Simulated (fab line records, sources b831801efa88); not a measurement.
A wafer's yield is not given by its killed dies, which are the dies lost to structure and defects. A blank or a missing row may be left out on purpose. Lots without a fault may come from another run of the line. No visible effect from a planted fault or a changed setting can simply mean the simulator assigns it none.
What tool caused it?    flow sky130    36 wafers from 12 lots sampled at 4 of the route's 708 steps

== WHAT THE GAUGES READ, wafer by wafer ==
SKY_FIELD_ISO_BOW_MEAS_00. Usual: INCOMING_BOW typically reads -1 um, with standard deviation 6.7.
lot   measured     on             INCOMING_BOW (um)  flag
L965  day 1 10:01  film-metro-02  1 10 -3            
L966  day 1 15:01  film-metro-04  -3 -2 3            
L967  day 1 20:00  film-metro-01  1 -3 -10           
L970  day 2 11:00  film-metro-02  5 5 4              
L972  day 2 21:00  film-metro-02  5 8 2              
L978  day 4 03:00  film-metro-01  2 -3 -1            
L979  day 4 08:02  film-metro-01  5 -9 1             
L980  day 4 13:01  film-metro-01  1 -2 -1            
L982  day 4 23:04  film-metro-02  -7 5 -7            
L984  day 5 09:02  film-metro-04  -7 0 -8            
L986  day 5 19:01  film-metro-01  2 5 3              
L987  day 6 00:04  film-metro-04  -2 5 -1            

SKY_VT_ADJUST_LVTN_TW_MEAS_10. Usual: VT_ADJUST_LVTN_TW typically reads 243.3, with standard deviation 1.8.
lot   measured      on             VT_ADJUST_LVTN_TW  flag
L965  day 6 23:02   film-metro-04  244.9 244.2 243.8  
L966  day 7 08:59   film-metro-02  244.5 245.1 243.8  
L967  day 7 12:08   film-metro-02  244.1 246.0 245.2  
L970  day 8 03:03   film-metro-02  245.2 244.1 244.2  
L972  day 8 14:56   film-metro-04  244.5 245.5 245.0  
L978  day 10 08:53  film-metro-02  243.3 242.5 240.3  
L979  day 10 15:52  film-metro-02  244.0 243.2 243.8  
L980  day 10 23:57  film-metro-02  243.3 242.0 242.6  
L982  day 11 14:35  film-metro-03  240.0 238.8 238.4  
L984  day 12 01:30  film-metro-04  245.8 244.6 245.6  
L986  day 12 17:34  film-metro-03  241.4 241.4 242.0  
L987  day 12 23:43  film-metro-02  243.6 243.7 243.7  

== TOOL THAT RAN EACH LOT (tool first, then ch and the chambers of the sampled wafers, then the start) ==
lot   SKY_FIELD_ISO_ETCH_14              SKY_FIELD_ISO_ETCH_17
L965  rie-diel-03 ch 0,1,2, day 2 08:53  rie-si-01 ch 0,1, day 2 09:05
L966  rie-diel-01 ch 0,3, day 2 16:32    rie-si-01 ch 0,1,2, day 2 16:44
L967  rie-diel-03 ch 1,3, day 2 19:07    rie-si-02 ch 1,3, day 2 19:19
L970  rie-diel-01 ch 0,1,2, day 3 06:13  rie-si-02 ch 0,2,3, day 3 06:25
L972  rie-diel-04 ch 0,1,3, day 3 15:47  rie-si-02 ch 0,1,2, day 3 15:59
L978  rie-diel-01 ch 1,2,3, day 5 00:49  rie-si-02 ch 0,1,3, day 5 01:01
L979  rie-diel-03 ch 0,1,3, day 5 05:10  rie-si-01 ch 1,2,3, day 5 05:22
L980  rie-diel-01 ch 1,2,3, day 5 12:02  rie-si-01 ch 0,1,2, day 5 12:14
L982  rie-diel-01 ch 0,2,3, day 5 22:11  rie-si-01 ch 2,3, day 5 22:23
L984  rie-diel-03 ch 0,1,2, day 6 07:05  rie-si-01 ch 1,3, day 6 07:17
L986  rie-diel-01 ch 0,1,2, day 6 18:50  rie-si-01 ch 1,2,3, day 6 19:02
L987  rie-diel-04 ch 0,2,3, day 7 00:58  rie-si-01 ch 0,3, day 7 01:10
- SKY_FIELD_ISO_ETCH_14: etches BARC in N2/H2, stops on SiO2, time 45.9 s, target depth 60 nm.
- SKY_FIELD_ISO_ETCH_17: etches Si in HBr/Cl2/O2, target depth 342 nm, time 97.7 s.

== WHAT THE TOOLS THEMSELVES READ (means of the sampled wafers that have a number; where no wafer has one, the mark that the record gives instead) ==
SKY_FIELD_ISO_ETCH_14. Usual: drypump-motor-current-A 5.9 A, standard deviation 0.46; n2-flow-sccm 100.02 sccm, standard deviation 0.29; oes-product-au 0.852 a.u., standard deviation 0.0048; run-length-s 73.9 s, standard deviation 0.4; throttle-valve-pct 13.225 %, standard deviation 0.0092.
lot   tool         drypump-motor-current-A (A)  n2-flow-sccm (sccm)  oes-product-au (a.u.)  run-length-s (s)  throttle-valve-pct (%)  flag
L965  rie-diel-03  5.9                          100.18               0.853                  73.9              13.223                  
L966  rie-diel-01  6.0                          99.99                0.857                  74.2              13.214                  
L967  rie-diel-03  5.5                          100.33               0.855                  73.9              13.220                  
L970  rie-diel-01  5.7                          99.70                0.854                  73.8              13.215                  
L972  rie-diel-04  5.8                          99.75                0.845                  74.0              13.224                  
L978  rie-diel-01  5.8                          99.94                0.852                  73.9              13.227                  
L979  rie-diel-03  5.9                          99.93                0.853                  74.0              13.222                  
L980  rie-diel-01  5.8                          99.94                0.847                  73.9              13.221                  
L982  rie-diel-01  5.9                          99.96                0.854                  73.9              13.223                  
L984  rie-diel-03  5.9                          99.97                0.857                  73.9              13.224                  
L986  rie-diel-01  5.7                          100.01               0.849                  73.8              13.228                  
L987  rie-diel-04  5.8                          100.02               0.850                  73.9              13.226                  

SKY_FIELD_ISO_ETCH_17. Usual: drypump-motor-current-A 5.5 A, standard deviation 0.51; oes-product-au 1.003 a.u., standard deviation 0.0083; run-length-s 126.1 s, standard deviation 0.43; throttle-valve-pct 25.654 %, standard deviation 0.011.
lot   tool       drypump-motor-current-A (A)  oes-product-au (a.u.)  run-length-s (s)  throttle-valve-pct (%)  flag
L965  rie-si-01  5.4                          1.001                  126.2             25.651                  
L966  rie-si-01  5.4                          1.004                  126.1             25.646                  
L967  rie-si-02  6.1                          0.989                  126.2             25.663                  
L970  rie-si-02  5.5                          1.004                  125.8             25.651                  
L972  rie-si-02  5.8                          1.006                  125.7             25.663                  
L978  rie-si-02  6.0                          1.004                  129.2             25.647                  OFF
L979  rie-si-01  5.5                          0.999                  126.3             25.659                  
L980  rie-si-01  5.4                          1.007                  126.0             25.656                  
L982  rie-si-01  5.3                          0.999                  126.1             25.664                  
L984  rie-si-01  5.7                          1.007                  126.5             25.648                  
L986  rie-si-01  5.5                          1.006                  126.2             25.667                  
L987  rie-si-01  5.4                          1.007                  126.1             25.656                  

== THE ANSWER, worked out from the rows above alone ==
Rule: take the mean of a lot's wafers that have a number; if it is more than 3 standard deviations from the usual mean, the lot is off. Also off: a lot with no number at a reading for which 4 or more lots have one. All remaining lots with rows at the step are treated as sound. After the gauges, taken in route order, come the tools' own readings; for these a lot's mean is taken, as printed above. At the first step where some lot is off, the reading lying furthest off is the one used; lots without a number count as furthest.
Off at SKY_FIELD_ISO_ETCH_17 (run-length-s): L978.
If a tool, at that step or one of the process steps before it, ran each lot that is off and ran no sound lot following the first of them, it fits. One fits: rie-si-02 at SKY_FIELD_ISO_ETCH_17. A fault onset in the window from L972 (day 3 15:59, its last sound lot) to L978 (day 5 01:01, its first lot off) fits.
On the lots that are off, the tool's own readings at SKY_FIELD_ISO_ETCH_17 differ by more than 5 times the standard deviation of the sound lots' means, which bears it out; run-length-s reads 129.2 s there versus 126.1 s on the sound lots.

== WHAT THE SIMULATOR HAD INSERTED ==
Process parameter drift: rie-si-02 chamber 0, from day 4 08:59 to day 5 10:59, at SKY_FIELD_ISO_ETCH_17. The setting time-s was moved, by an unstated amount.
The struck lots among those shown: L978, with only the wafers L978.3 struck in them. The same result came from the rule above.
